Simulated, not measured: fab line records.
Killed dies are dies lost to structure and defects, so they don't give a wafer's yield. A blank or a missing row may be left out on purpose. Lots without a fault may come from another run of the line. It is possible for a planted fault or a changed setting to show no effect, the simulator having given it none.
fab line records | flow sky130
[record] lots = 6 wafers = 18 last-day = 50
route steps=708 shown RES_PROTECT@210 POLY_GATE@213
lots with no fault: from the same line, run without faults
start-h: hours from the record's opening day to when the first of the lot's shown wafers began | wait-h: hours elapsed since this lot's preceding step | " the same as in the row above | L1.1+2: a single row standing in for several wafers | - either no value or no given start | * or withheld: withheld | < > ~ a bound
route shown NAME@n: a module of which the file shows steps, and the number in the route of the first | usual: mean and standard deviation over wafers with no fault | same: alike in all rows | chamber/n: place in a boat | sites: the reading at each site | _std_site: their standard deviation | _edge_site: inner sites' mean taken away from outer sites' mean | radius-mm: for every site, how far away it sits from the centre of the wafer | mask NAME#n: copy n | behind: the last tool/chamber to shape the wafer | hold: why the lot was held/for how many hours/how that ended | device: the n, p or np transistor that did not switch | end of line: the route-end tests of the same wafers | a step without rows: its recipe alone | killed: the dies lost at the first sort to structure and to defects; this is not the yield of the wafer | map: shows each die of a wafer: x if killed, . if not, _ if none is there
set.NAME: the setting the step ran with; set.NAME@STEP: the setting that earlier step ran with | model.NAME: the simulator's own value behind a step, which no gauge read
certain route steps with their lots: each step a table, each wafer a row
services: a tool's chamber out of use, with start hour (start-h, from the record's first day; less than 0 if before it), hours out, and reason
[[steps]]
[step SKY_RES_PROTECT_EXPOSE_04]
[recipe] mask-id = RPM na = 0.6 source-shape = conventional sigma-outer = 0.6 polarization = unpolarized target-cd-nm = 1270 dose-mj = 131
[step SKY_RES_PROTECT_PEB_05]
[recipe] temp-c = withheld time-s = * resist = NOVOLAK
[step SKY_RES_PROTECT_DEVELOP_06]
[recipe] resist = NOVOLAK developer = TMAH develop-time-s = 60 dev-temp-c = 23
[step SKY_POLY_GATE_IMPLANT_02]
[recipe] species = P energy-kev = 30 dose-cm2 = 7.7e+15 tilt-deg = 0
[step SKY_RES_PROTECT_STRIP_07]
[recipe] chemistry = O2/N2 power-w = 1400 pressure-mtorr = 1500 platen-temp-c = withheld o2-flow-sccm = 3000 n2-flow-sccm = 300 overash-fraction = 0.5
[usual] drypump-motor-current-A = 5.48/0.21 n2-flow-sccm = 300.1/0.92 oes-product-au = 0.518/0.0044 strip-time-to-endpoint-s = 23.29/0.043
// columns lot.wafer tool chamber start-h wait-h drypump-motor-current-A n2-flow-sccm oes-product-au rf-hours-counter-h strip-time-to-endpoint-s
L829.1 plasma-asher-02 0 335.47 0.1 5.68 301.3 0.522 67 23.29
L829.2 " 1 " " 5.52 301.8 0.518 67 23.28
L829.4 " 1 " " 5.55 301.3 0.518 - 23.30
L835.1 plasma-asher-02 0 392.77 0.1 5.67 299.8 0.512 73 23.23
L835.2 " 1 " " 5.52 299.8 0.517 73 23.23
L835.5 " 0 " " 5.65 299.1 0.515 - 23.24
L842.1 plasma-asher-03 1 463.62 0.1 5.15 300.5 0.524 33 23.37
L842.3 " 0 " " 5.43 299.1 0.511 - 23.33
L842.5 " 1 " " 5.14 300.2 0.517 - 23.38
L845.3 plasma-asher-03 0 483.06 0.1 5.43 301.9 0.516 - 23.27
L845.5 " 0 " " 5.44 300.4 0.523 - 23.21
L845.6 " 1 " " 5.13 300.2 0.527 - 23.20
L849.1 plasma-asher-03 1 516.77 0.1 5.17 300.0 0.517 38 23.31
L849.2 " 0 " " 5.43 298.7 0.515 38 23.33
L849.3 " 1 " " 5.18 300.0 0.522 - 23.31
L851.2 plasma-asher-03 0 531.12 0.1 5.42 300.2 0.520 40 23.30
L851.3 " 0 " " 5.43 299.3 0.517 - 23.25
L851.4 " 1 " " 5.16 299.8 0.525 - 23.24
[step SKY_RES_PROTECT_TW_MEAS_08]
[usual] POLY_GATE_TW = 4047/26
// columns lot.wafer tool chamber start-h wait-h POLY_GATE_TW
L829.1 film-metro-01 - 335.57 0.1 4082
L829.2 " - " " 4067
L829.4 " - " " 4073
L835.1 film-metro-02 - 392.87 0.1 4028
L835.2 " - " " 4042
L835.5 " - " " 4011
L842.1 film-metro-03 - 463.72 0.1 4044
L842.3 " - " " 4057
L842.5 " - " " 4078
L845.3 film-metro-02 - 483.14 0.1 4052
L845.5 " - " " 4034
L845.6 " - " " 4038
L849.1 film-metro-03 - 516.88 0.1 4062
L849.2 " - " " 4036
L849.3 " - " " 4045
L851.2 film-metro-01 - 531.23 0.1 4047
L851.3 " - " " 4041
L851.4 " - " " 4072
[step SKY_RES_PROTECT_CLEAN_09]
[recipe] chemistry = SC1/SC2 mix = 1:4:20 temp-c = 70 time-s = 150 dry = n2-spin
[step SKY_POLY_GATE_CVD_03]
[recipe] material = Si3N4 precursor = DCS/NH3 target-thk-nm = 75 temp-c = 770 time-s = 1290 pressure-mtorr = 250
[step SKY_POLY_GATE_THK_MEAS_04]
[recipe] reads = Si3N4_of_POLY_GATE_CVD_03
[usual] POLY_GATE_CVD_03_THK = 74.2/0.57
// columns lot.wafer tool chamber start-h wait-h POLY_GATE_CVD_03_THK[nm]
L829.1 film-metro-01 - 337.10 0.0 75.6
L829.2 " - " " 74.2
L829.4 " - " " 74.5
L835.1 film-metro-03 - 394.85 0.0 74.4
L835.2 " - " " 74.1
L835.5 " - " " 74.4
L842.1 film-metro-01 - 465.20 0.0 74.2
L842.3 " - " " 74.5
L842.5 " - " " 74.5
L845.3 film-metro-01 - 484.61 0.0 75.0
L845.5 " - " " 74.3
L845.6 " - " " 74.6
L849.1 film-metro-03 - 518.44 0.0 75.4
L849.2 " - " " 75.0
L849.3 " - " " 75.2
L851.2 film-metro-01 - 533.74 0.0 73.9
L851.3 " - " " 73.7
L851.4 " - " " 74.3
[step SKY_POLY_GATE_DEHYDRATE_05]
[recipe] temp-c = 200 time-s = 60
[step SKY_POLY_GATE_HMDS_06]
[recipe] prime-time-s = 60 prime-temp-c = 120
[step SKY_POLY_GATE_COAT_07]
[recipe] resist = BARC temp-c = withheld time-s = withheld spin-rpm = 3000 resist-thk-nm = 110
[step SKY_POLY_GATE_COAT_08]
[recipe] resist = KrF-thick spin-rpm = 3000 resist-thk-nm = 450
[usual] spin-speed-rpm = 2999.6/1.9
// columns lot.wafer tool chamber start-h wait-h spin-speed-rpm model.KrF-thick_of_POLY_GATE_COAT_08.thk-nm
L829.1 litho-track-02 0 351 - 2997.6 450.9
L829.2 " 0 " " 2998.0 451.9
L829.4 " 0 " " 3004.1 450.5
L835.1 litho-track-01 0 409 - 2999.7 449.1
L835.2 " 0 " " 2998.4 449.8
L835.5 " 0 " " 3001.9 450.1
L842.1 litho-track-01 0 480 - 3326.2 426.8
L842.3 " 0 481 - 3326.0 428.2
L842.5 " 0 " " 3325.4 428.5
L845.3 litho-track-01 0 499 - 3325.9 427.6
L845.5 " 0 " " 3326.3 428.3
L845.6 " 0 " " 3326.2 426.4
L849.1 litho-track-02 0 533 - 3004.6 449.7
L849.2 " 0 " " 3000.2 450.4
L849.3 " 0 " " 2998.7 449.4
L851.2 litho-track-02 0 548 - 3000.3 450.2
L851.3 " 0 " " 3001.3 451.6
L851.4 " 0 " " 2998.8 450.2
[step SKY_POLY_GATE_SOFTBAKE_09]
[recipe] temp-c = 100 time-s = 90 resist = KrF-thick
[step SKY_POLY_GATE_EXPOSE_10]
[recipe] mask-id = P1M na = 0.68 source-shape = conventional sigma-outer = 0.6 target-cd-nm = 150 dose-mj = 28
[step SKY_POLY_GATE_PEB_11]
[recipe] peb-temp-c = withheld peb-time-s = withheld resist = KrF-thick
[step SKY_POLY_GATE_DEVELOP_12]
[recipe] develop-time-s = 57.43 resist = KrF-thick dev-temp-c = 21
[step SKY_POLY_GATE_CD_MEAS_13]
[recipe] target-cd-nm = 150
[usual] cd-nm = 150.3/1.4
// columns lot.wafer tool chamber start-h wait-h cd-nm
L829.1 cd-sem-02 - 365.46 - 150.4
L829.2 " - " " 152.1
L829.4 " - " " 149.3
L835.1 cd-sem-02 - 424.72 - 150.7
L835.2 " - " " 149.3
L835.5 " - " " 150.7
L842.1 cd-sem-02 - 496.92 - 150.4
L842.3 " - " " 147.8
L842.5 " - " " 149.9
L845.3 cd-sem-01 - 515.11 - 148.4
L845.5 " - " " 148.3
L845.6 " - " " 149.2
L849.1 cd-sem-01 - 548.91 - 149.6
L849.2 " - " " 148.5
L849.3 " - " " 149.9
L851.2 cd-sem-02 - 563.69 - 149.6
L851.3 " - " " 148.7
L851.4 " - " " 148.8
[step SKY_POLY_GATE_OVL_MEAS_14]
[usual] POLY_GATE_OVL = -1/7
// columns lot.wafer tool chamber start-h wait-h POLY_GATE_OVL[nm]
L829.1 overlay-01 - 365.58 0.1 -7
L829.2 " - " " -5
L829.4 " - " " -8
L835.1 overlay-01 - 424.84 0.1 2
L835.2 " - " " 8
L835.5 " - " " 2
L842.1 overlay-01 - 497.04 0.1 -5
L842.3 " - " " -6
L842.5 " - " " 0
L845.3 overlay-01 - 515.20 0.1 -15
L845.5 " - " " -14
L845.6 " - " " -10
L849.1 overlay-01 - 549.03 0.1 -6
L849.2 " - " " 5
L849.3 " - " " -8
L851.2 overlay-01 - 563.80 0.1 6
L851.3 " - " " 4
L851.4 " - " " 5
[step SKY_POLY_GATE_ETCH_15]
[recipe] chemistry = N2/H2 target = BARC ion-energy-ev = 200 source-w = 500 bias-w = 100 pressure-mtorr = 30 n2-flow-sccm = 100 h2-flow-sccm = 200 stop-on = SiO2 time-s = 118.5 target-depth-a = 1100
[usual] drypump-motor-current-A = 5.4/0.48 n2-flow-sccm = 100.03/0.28 oes-product-au = 0.717/0.0045 throttle-valve-pct = 13.213/0.0095
// columns lot.wafer tool chamber start-h wait-h drypump-motor-current-A n2-flow-sccm oes-product-au rf-hours-counter-h throttle-valve-pct
L829.1 rie-diel-04 1 365.62 0.0 5.0 99.70 0.711 6 13.234
L829.2 " 3 " " 4.8 99.92 0.718 96 13.227
L829.4 " 0 " " 5.5 99.72 0.709 61 13.219
L835.1 rie-diel-03 2 424.88 0.0 5.2 100.40 0.717 70 13.216
L835.2 " 3 " " 4.8 99.91 0.720 12 13.218
L835.5 " 0 " " 5.7 99.98 0.719 - 13.199
L842.1 rie-diel-03 1 497.08 0.0 6.7 100.06 0.719 1 13.206
L842.3 " 2 " " 5.1 100.07 0.721 71 13.208
L842.5 " 2 " " 5.2 100.20 0.714 - 13.217
L845.3 rie-diel-01 0 515.23 0.0 5.9 100.19 0.716 10 13.215
L845.5 " 0 " " 5.9 100.71 0.711 - 13.221
L845.6 " 3 " " 5.7 99.66 0.715 - 13.214
L849.1 rie-diel-04 0 549.07 0.0 5.4 99.74 0.718 64 13.214
L849.2 " 1 " " 4.9 100.16 0.724 10 13.221
L849.3 " 3 " " 4.8 99.93 0.712 1 13.209
L851.2 rie-diel-04 0 563.83 0.0 5.4 100.65 0.722 65 13.221
L851.3 " 1 " " 5.0 100.41 0.716 10 13.228
L851.4 " 3 " " 4.8 100.33 0.724 1 13.215
[step SKY_POLY_GATE_ETCH_16]
[recipe] stop-on = poly-Si chemistry = CH3F/O2 target = Si3N4 source-w = 400 bias-w = 80 pressure-mtorr = 25 ch3f-flow-sccm = 40 O2_flow_sccm = 30 time-s = 147.5 target-depth-a = 750
[usual] drypump-motor-current-A = 5.4/0.48 oes-product-au = 0.638/0.0051 throttle-valve-pct = 10.535/0.0082
// columns lot.wafer tool chamber start-h wait-h drypump-motor-current-A oes-product-au rf-hours-counter-h throttle-valve-pct
L829.1 rie-diel-04 1 365.70 0.0 5.0 0.645 6 10.539
L829.2 " 3 " " 4.8 0.639 96 10.537
L829.4 " 0 " " 5.4 0.638 61 10.531
L835.1 rie-diel-03 2 424.96 0.0 5.2 0.636 70 10.527
L835.2 " 3 " " 4.8 0.638 12 10.536
L835.5 " 0 " " 5.6 0.644 - 10.541
L842.1 rie-diel-03 1 497.16 0.0 6.7 0.634 1 10.552
L842.3 " 2 " " 5.2 0.645 71 10.538
L842.5 " 2 " " 5.2 0.636 - 10.544
L845.3 rie-diel-01 0 515.31 0.0 5.9 0.644 10 10.540
L845.5 " 0 " " 5.9 0.630 - 10.527
L845.6 " 3 " " 5.7 0.638 - 10.523
L849.1 rie-diel-04 0 549.15 0.0 5.4 0.639 65 10.534
L849.2 " 1 " " 4.9 0.649 10 10.537
L849.3 " 3 " " 4.8 0.648 1 10.536
L851.2 rie-diel-04 0 563.91 0.0 5.4 0.633 65 10.527
L851.3 " 1 " " 4.9 0.630 10 10.525
L851.4 " 3 " " 4.8 0.642 1 10.548
[step SKY_POLY_GATE_ETCH_17]
[recipe] target-depth-nm = 180 stop-on = SiO2 over-etch-frac = 0.56667 chemistry = HBr/Cl2 target = poly-Si icp-w = 400 bias-w = 100 pressure-mtorr = 10 HBr_flow_sccm = 150 Cl2_flow_sccm = 50 time-s = 70.5
[usual] drypump-motor-current-A = 5.6/0.46 mfc-cl2-sccm = 49.98/0.15 oes-product-au = 0.986/0.0079 throttle-valve-pct = 33.684/0.0086
// columns lot.wafer tool chamber start-h wait-h drypump-motor-current-A mfc-cl2-sccm oes-product-au rf-hours-counter-h throttle-valve-pct model.KrF-thick_of_POLY_GATE_COAT_08.thk-nm
L829.1 rie-si-01 1 365.80 0.0 4.9 49.91 0.982 6 33.686 135
L829.2 " 3 " " 5.8 49.90 0.978 2 33.689 144
L829.4 " 0 " " 6.1 49.93 0.986 3 33.698 141.9
L835.1 rie-si-01 1 425.06 0.0 4.8 49.87 0.983 6 33.690 138.6
L835.2 " 0 " " 6.1 49.95 0.988 4 33.682 137.3
L835.5 " 2 " " 5.6 49.85 0.985 - 33.674 134.8
L842.1 rie-si-02 0 497.26 0.0 6.2 49.94 0.980 3 33.687 107
L842.3 " 1 " " 5.6 50.07 0.980 1 33.688 118.5
L842.5 " 0 " " 6.2 50.03 0.988 - 33.683 120.6
L845.3 rie-si-01 2 515.41 0.0 5.7 50.22 0.968 1 33.688 114.5
L845.5 " 1 " " 4.8 50.15 0.974 - 33.682 115.3
L845.6 " 2 " " 5.7 50.32 0.998 - 33.681 110.6
L849.1 rie-si-01 2 549.25 0.0 5.7 49.90 0.975 1 33.680 138.8
L849.2 " 0 " " 6.1 49.89 0.974 4 33.678 133.4
L849.3 " 1 " " 4.8 50.25 0.982 7 33.694 139.3
L851.2 rie-si-01 2 564.01 0.0 5.7 50.09 0.997 1 33.670 139
L851.3 " 1 " " 4.8 50.21 0.987 7 33.684 137.6
L851.4 " 3 " " 5.8 50.05 0.986 3 33.683 142.1
[step SKY_POLY_GATE_STRIP_18]
[recipe] chemistry = O2/N2 power-w = 1400 pressure-mtorr = 1500 platen-temp-c = withheld o2-flow-sccm = 3000 n2-flow-sccm = 300 overash-fraction = 0.5
[usual] drypump-motor-current-A = 5.56/0.27 n2-flow-sccm = 299.9/0.99 oes-product-au = 0.360/0.0045 strip-time-to-endpoint-s = 3.15/0.033
// columns lot.wafer tool chamber start-h wait-h drypump-motor-current-A n2-flow-sccm oes-product-au rf-hours-counter-h strip-time-to-endpoint-s
L829.1 plasma-asher-02 0 365.86 0.0 5.63 299.4 0.359 70 3.10
L829.2 " 1 " " 5.51 300.6 0.368 70 3.22
L829.4 " 0 " " 5.65 299.6 0.361 - 3.19
L835.1 plasma-asher-03 1 425.12 0.0 5.15 300.1 0.361 28 3.16
L835.2 " 0 " " 5.43 299.8 0.358 28 3.13
L835.5 " 1 " " 5.16 300.1 0.358 - 3.09
L842.1 plasma-asher-02 1 497.32 0.0 5.52 300.8 0.345 84 2.82
L842.3 " 1 " " 5.50 301.5 0.355 - 2.93
L842.5 " 0 " " 5.66 299.4 0.351 - 2.97
L845.3 plasma-asher-03 0 515.50 0.1 5.45 299.4 0.341 - 2.88
L845.5 " 0 " " 5.44 299.7 0.351 - 2.90
L845.6 " 1 " " 5.16 300.2 0.350 - 2.83
L849.1 plasma-asher-01 1 549.31 0.0 5.60 299.1 0.360 70 3.16
L849.2 " 0 " " 6.05 299.7 0.353 70 3.09
L849.3 " 0 " " 6.06 299.1 0.368 - 3.16
L851.2 plasma-asher-02 1 564.07 0.0 5.49 299.0 0.355 92 3.14
L851.3 " 1 " " 5.52 297.9 0.357 - 3.14
L851.4 " 0 " " 5.67 299.9 0.365 - 3.17
[step SKY_POLY_GATE_CLEAN_19]
[recipe] chemistry = SC1/SC2 mix = 1:4:20 temp-c = 70 time-s = 150 dry = n2-spin
[[services]]
// columns tool chamber start-h hours kind
plasma-asher-03 - 320.34 0.4 repair
plasma-asher-01 - 320.75 5.1 repair
rie-diel-04 2 333.05 7.3 repair
rie-diel-04 0 333.51 5.1 repair
rie-si-01 1 344.59 19.1 repair
rie-diel-01 2 371.82 6.2 repair
plasma-asher-03 - 382.45 14.6 pm
rie-diel-03 2 385.65 6.6 repair
rie-diel-04 2 391.27 12.9 repair
plasma-asher-03 - 409.94 0.9 repair
plasma-asher-01 - 425.06 2.3 repair
plasma-asher-02 - 434.47 3.0 repair
rie-si-02 0 441.47 1.7 repair
rie-diel-04 - 460.18 0.9 repair
rie-diel-04 3 470.23 - clean
rie-diel-04 3 470.23 30.8 scheduled-down
rie-diel-04 3 470.23 30.8 vent-cycle
rie-si-02 1 477.48 14.8 repair
plasma-asher-01 - 481.78 1.5 repair
plasma-asher-01 - 508.07 11.0 repair
rie-diel-01 1 513.71 15.9 repair
plasma-asher-01 - 520.33 11.1 repair
rie-diel-04 - 538.82 0.9 repair
rie-diel-01 0 545.92 15.7 repair
[[key]]
[first-sign] step = SKY_POLY_GATE_COAT_08 reading = spin-speed-rpm direction = up sigmas = 99+ usual = 2999.6 struck = 3326.0
[effect] step = SKY_POLY_GATE_STRIP_18 reading = strip-time-to-endpoint-s direction = down sigmas = 7.9 usual = * struck = *
[model-effect] step = SKY_POLY_GATE_COAT_08 value = KrF-thick_of_POLY_GATE_COAT_08.thk-nm without = 450.4 struck = 427.6
[model-effect] step = SKY_POLY_GATE_ETCH_17 value = KrF-thick_of_POLY_GATE_COAT_08.thk-nm without = 137.2 struck = 114.4
met-at SKY_POLY_GATE_COAT_08
struck-wafers L842.1,L842.3,L842.5,L845.3,L845.5,L845.6
tester-left-out L842,L845
onset-between 409 480
[fault] kind = process-parameter-drift tool = litho-track-01 chamber = - onset-h = 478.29 steps = SKY_POLY_GATE_COAT_08 channel = spin-rpm offset = 327.57 shape = step end-h = 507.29 acts-in = these-recipes-only stated = 3000
// tester-left-out: of these lots the tester's yield and bins aren't shown, on N5 and GAA mostly nor the transistor test; their killed dies are dies lost to structure and defects alone, not to doping, threshold or leakage, so they don't give the yield
